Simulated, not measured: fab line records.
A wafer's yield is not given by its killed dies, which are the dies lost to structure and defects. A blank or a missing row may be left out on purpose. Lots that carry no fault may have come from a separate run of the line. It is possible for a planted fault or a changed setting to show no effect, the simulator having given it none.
One fault seen from 2 desks -- flow sky130 -- each desk holds nothing but its own numbers, with what lay behind them at the end

FOR THE TOOL OWNER'S DESK: implanter-03
For each lot that ran on this tool, the mean over its sampled wafers that have a number, from the tool's own readings at SKY_SD_N_IMPLANT_10. The brackets show how far a lot's mean lies from the usual mean; more than 4 standard deviations puts the lot out of limits, marked OUT.
Columns: A = beam_energy_keV at SKY_SD_N_IMPLANT_10, usual 19.999; B = end_station_pressure_torr at SKY_SD_N_IMPLANT_10, usual 5.45e-06 Torr
lot,first seen here,A,B
L539,day 29 20:35,19.998,5.49e-06
L550,day 33 23:47,21.141 (+99 or more) OUT,5.31e-06
L551,day 34 00:55,21.146 (+99 or more) OUT,5.62e-06
This desk's finding: out of limits on L550, L551; first on L550, day 33 23:47 (beam_energy_keV at SKY_SD_N_IMPLANT_10). Within limits: L539.

METROLOGY DESK
Means of the sampled wafers that have a number, per lot and without regard to the tool the lot ran on: this is what the gauges read. The brackets show how far a lot's mean lies from the usual mean; more than 4 standard deviations puts the lot out of limits, marked OUT.
Columns: A = RES_XHIGH_TW at SKY_RES_XHIGH_TW_MEAS_09, usual 1620; B = cd_nm at SKY_SD_N_CD_MEAS_07, usual 380 nm; C = SD_N_OVL at SKY_SD_N_OVL_MEAS_08, usual 0.0 nm
lot,first seen here,A,B,C
L539,day 28 16:26,1629,377,-1.6
L541,day 29 08:08,1649,378,0.4
L550,day 32 21:17,1609,383,-0.4
L551,day 32 21:38,1614,384,0.1
L553,day 33 07:21,1649,382,1.8
L555,day 34 09:11,1637,375,-0.6
This desk's verdict: no lot among the 6 shows anything out of limits.

PUT TOGETHER
On L550, L551, at day 33 23:47, an alarm was possible from the tool owner's desk.
At the metrology desk, nothing out of limits was observed.
The metrology desk has L550, L551 on record, within its limits.
Of the lots named, all ran SKY_SD_N_IMPLANT_10 on implanter-03.

WHAT THE SIMULATOR HAD INSERTED
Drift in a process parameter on implanter-03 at SKY_SD_N_IMPLANT_10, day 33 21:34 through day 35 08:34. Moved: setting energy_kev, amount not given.
Struck lots among those shown: L550, L551.
Time in hours from fault onset to the first out-of-limits reading at each desk: the tool owner's desk, 2.
